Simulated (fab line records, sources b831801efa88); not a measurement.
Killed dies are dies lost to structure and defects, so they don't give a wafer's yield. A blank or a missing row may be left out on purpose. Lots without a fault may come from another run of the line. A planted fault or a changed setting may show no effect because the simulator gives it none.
Chamber matching | flow sky130 | SKY_VIA4_ETCH_12 on rie_diel-02: 4 sister chambers
The step etches SiO2 in C4F8/O2/Ar, stops on TiN, target depth 580 nm. 16 wafers are shown with their chamber, then 8 later ones without.

WAFERS WITH THEIR CHAMBER
wafer  | chamber | bias_w (W) | oes_product_au (a.u.)
L074.2 | 1       | 1199       | 0.924
L074.3 | 0       | 1202       | 0.926
L074.5 | 0       | 1207       | 0.923
L077.2 | 1       | 1202       | 0.923
L077.5 | 1       | 1203       | 0.927
L077.6 | 2       | 1200       | 0.928
L078.2 | 2       | 1191       | 0.926
L078.3 | 1       | 1204       | 0.926
L078.4 | 3       | 1199       | 0.926
L082.3 | 0       | 1201       | 0.933
L082.4 | 1       | 1201       | 0.932
L082.5 | 2       | 1202       | 0.927
L083.3 | 1       | 1197       | 0.931
L083.4 | 3       | 1199       | 0.923
L083.6 | 3       | 1199       | 0.925
L087.2 | 1       | 1196       | 0.926

SIGNATURES (means of the wafers above)
reading        | chamber 0 | chamber 1 | chamber 2 | chamber 3 | scatter within a chamber
bias_w         | 1203.33   | 1200.29   | 1197.67   | 1199.00   | 3.47
oes_product_au | 0.92733   | 0.92700   | 0.92700   | 0.92467   | 0.00326
Rule: a wafer's distance from a chamber is the root of the sum, over the readings, of the square of ((its reading less the chamber's mean) divided by the reading's scatter). The wafer belongs to the nearest chamber; if the next one is less than 2 further off, it can't be placed. The scatter: the root of (the sum of the squares of (reading less its chamber's mean) over the shown wafers, divided by (wafers less chambers)).

WAFERS WITHOUT THEIR CHAMBER
wafer  | bias_w (W) | oes_product_au (a.u.)
L087.3 | 1201       | 0.926
L087.5 | 1193       | 0.930
L092.4 | 1198       | 0.924
L092.5 | 1199       | 0.924
L092.6 | 1200       | 0.917
L093.2 | 1205       | 0.920
L093.3 | 1197       | 0.925
L093.4 | 1201       | 0.918

WHICH CHAMBER EACH WENT THROUGH
wafer  | from the rows above               | in truth
L087.3 | can't be placed: 1 or 3 or 0 or 2 | 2
L087.5 | can't be placed: 2 or 1 or 3 or 0 | 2
L092.4 | can't be placed: 3 or 2 or 1 or 0 | 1
L092.5 | can't be placed: 3 or 1 or 2 or 0 | 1
L092.6 | can't be placed: 3 or 1 or 2 or 0 | 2
L093.2 | can't be placed: 3 or 0 or 1 or 2 | 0
L093.3 | can't be placed: 3 or 2 or 1 or 0 | 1
L093.4 | can't be placed: 3 or 1 or 2 or 0 | 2
Placed correctly: 0 of 8. Can't be placed from these rows: 8 (the true chamber is among the candidates in 8). Placed wrongly: 0.
